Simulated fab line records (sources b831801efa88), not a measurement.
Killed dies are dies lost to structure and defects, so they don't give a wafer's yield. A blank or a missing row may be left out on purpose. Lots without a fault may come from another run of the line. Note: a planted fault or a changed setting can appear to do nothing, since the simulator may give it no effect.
Struck lot and sound lot, side by side    flow sky130    14 out of 708 route steps
Sound: these wafers, L874.2, L874.3, L874.6. Struck: wafers L863.1, L863.3, L863.5. At the end, the cause is stated.
For every step that has rows: the tool of each side, followed by ch and its chambers, followed by its first start. Under that, the readings that differ: sound wafers    struck wafers    difference of the means    sigmas: that difference in standard deviations of wafers without a fault.
alike: readings with means less than 2 such deviations apart, plus words and numbers identical on both sides. not compared: withheld readings, readings lacking a value on some wafer, bounds such as >300 that could conceal the same value, and numbers that have no deviation in the record and whose values overlap.
A row with sigmas, a row that says differs or no value, or rows on one side alone: a step with any of these is where the two part. When numbers do not overlap yet have no deviation, they are printed without sigmas and do not part them. A reading missing from all wafers of one side parts the sides only when that side holds two or more wafers.

first, 6 steps without rows for these wafers: SKY_LDD_N_HMDS_01 (prime time 60 s); SKY_LDD_N_COAT_02 (resist thk 300 nm); SKY_LDD_N_SOFTBAKE_03 (time 60 s); SKY_LDD_N_EXPOSE_04 (exposes mask NTM, target cd 840 nm); SKY_LDD_N_PEB_05; SKY_LDD_N_DEVELOP_06 (develop time 60 s).
SKY_LDD_N_OVL_MEAS_07:
  sound on overlay-01, day 25 19:07; struck on overlay-02, day 21 12:17
  alike: LDD_N_OVL
then, 5 steps without rows for these wafers: SKY_LDD_N_IMPLANT_08; SKY_LDD_N_IMPLANT_09; SKY_LDD_N_IMPLANT_10; SKY_LDD_N_IMPLANT_11; SKY_LDD_N_IMPLANT_12.
SKY_LDD_N_IMPLANT_13:
  struck on implanter-01, day 21 13:05; sound on implanter-01 ch 0, day 25 19:55
  no value came back on the struck wafers for beamEnergyKeV, beamOnS (s), rotationDeg (degrees); on the sound wafers beamEnergyKeV reads 50.010 50.020 49.995
then, 1 step without rows for these wafers: SKY_LDD_N_IMPLANT_14.

WHERE THEY PART
SKY_LDD_N_IMPLANT_13 only, going by this record.

WHY: what had been put in by the simulator
At SKY_LDD_N_IMPLANT_13, the step was skipped entirely on implanter-01 from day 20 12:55 on. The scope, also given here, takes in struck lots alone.
